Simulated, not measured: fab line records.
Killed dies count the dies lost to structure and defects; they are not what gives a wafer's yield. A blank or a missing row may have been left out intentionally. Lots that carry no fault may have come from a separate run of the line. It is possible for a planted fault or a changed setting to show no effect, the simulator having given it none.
A lot that was struck, set against a sound lot :: flow gf180mcu :: 17 out of 602 route steps
Sound: these wafers, L754.1, L754.5, L754.6. Struck: wafer L767.3 (L767.4, L767.5, from the same lot, were not struck and are left out); the cause is given at the end.
For every step that has rows: the tool of each side, followed by ch and its chambers, followed by its first start. Under that, the readings that differ: sound wafers :: struck wafers :: difference of the means :: sigmas: that difference in standard deviations of wafers without a fault.
alike: readings with means less than 2 such deviations apart, plus words and numbers identical on both sides. not compared: withheld readings, readings lacking a value on some wafer, bounds such as >300 that could conceal the same value, and numbers that have no deviation in the record and whose values overlap.
A row with sigmas, a row that says differs or no value, or rows on one side alone: a step with any of these is where the two part. Non-overlapping numbers with no deviation appear without sigmas and do not part them. Lack of a reading on every wafer of one side parts them only where that side has two or more wafers.

first, 3 steps without rows for these wafers: GF_V5_EXPOSE_11 (exposes mask Via5, target cd 260 nm); GF_V5_PEB_12 (peb time 90 s); GF_V5_DEVELOP_13 (develop time 60 s).
GF_V5_CD_MEAS_14 targets a cd of 260 nm.
  sound on cd_sem-01, day 27 16:51; struck on cd_sem-02, day 31 08:35
  alike: cd_nm
GF_V5_OVL_MEAS_15:
  sound on overlay-02, day 27 16:58; struck on overlay-02, day 31 08:40
  alike: V5_OVL
GF_V5_ETCH_16: etches BARC in N2/H2.
  sound on rie_diel-02 ch 0,1,3, day 27 17:00; struck on rie_diel-02 ch 3, day 31 08:41
  alike: drypump_motor_current_A, oes_product_au, throttle_valve_pct
then, 1 step without rows for these wafers: GF_V5_ETCH_17 (etches SiO2 in C4F8/O2/Ar, stops on TiN, target depth 855 nm).
GF_V5_STRIP_18: strips in O2/N2.
  sound on plasma_asher-04 ch 0,1, day 27 17:09; struck on plasma_asher-04 ch 0, day 31 08:53
  alike: drypump_motor_current_A, heater_power_w, oes_product_au
  not compared: rf_hours_counter_h
then, 2 steps without rows for these wafers: GF_V5_STRIP_19 (strips in post etch residue remover, time 1200 s); GF_V5_CLEAN_20 (cleans in DIW).
GF_V5_SPUTTER_21: material Ti, target thk 15 nm, time 80.02 s.
  sound on pvd_sputter-01, day 27 17:49; struck on pvd_sputter-01, day 31 09:23
  alike: throttle_valve_pct
GF_V5_SPUTTER_22: material TiN, target thk 10 nm, time 40 s.
  sound on pvd_sputter-01, day 27 17:53; struck on pvd_sputter-01, day 31 09:26
  alike: throttle_valve_pct
GF_V5_CVD_23: deposits W, target thk 350 nm, time 104.9 s.
  sound on cvd_w-01 ch 0,1, day 27 17:55; struck on cvd_w-02 ch 1, day 31 09:31
reading: chamber_pressure_Torr (Torr)
sound: 40.01 40.19 39.85
struck: 37.59
difference: -2.43
sigmas: -29

reading: model.W_of_V5_CVD_23.thk_nm (nm)
sound: 344.8 346.1 346.8
struck: 334.1
difference: -11.8
sigmas: 
  alike: heater_power_w
GF_V5_RS_MEAS_24: measures by four-point-probe.
  sound on film_metro-03, day 27 18:02; struck on film_metro-03, day 31 09:38
reading: V5_W_RS (ohm/sq)
sound: 0.3312 0.3298 0.3290
struck: 0.3418
difference: +0.0118
sigmas: +5
GF_V5_THK_MEAS_25: measures by xrf.
  sound on film_metro-03, day 27 18:09; struck on film_metro-03, day 31 09:44
reading: V5_W_THK (nm)
sound: 361 361 362
struck: 346
difference: -15
sigmas: -4
GF_V5_CMP_26: polishes, stops on SiO2, t overpolish 15 s, target thk 0 nm.
  sound on cmp-01 ch 1,2,3, day 27 18:35; struck on cmp-01 ch 3, day 31 09:52
  alike: motor_current_A, overpolish_run_s, time_to_endpoint_s
GF_PASSIVATION_PROBE_99:
  the record has rows for the sound wafers here (prober-02, day 29 13:31) and none for the struck ones

== WHERE THEY PART ==
Last at GF_PASSIVATION_PROBE_99 as far as this record goes, first at GF_V5_CVD_23.

WHY: the cause the simulator had injected
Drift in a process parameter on cvd_w-02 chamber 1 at GF_V5_CVD_23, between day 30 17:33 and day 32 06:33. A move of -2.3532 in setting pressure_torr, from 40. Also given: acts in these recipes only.
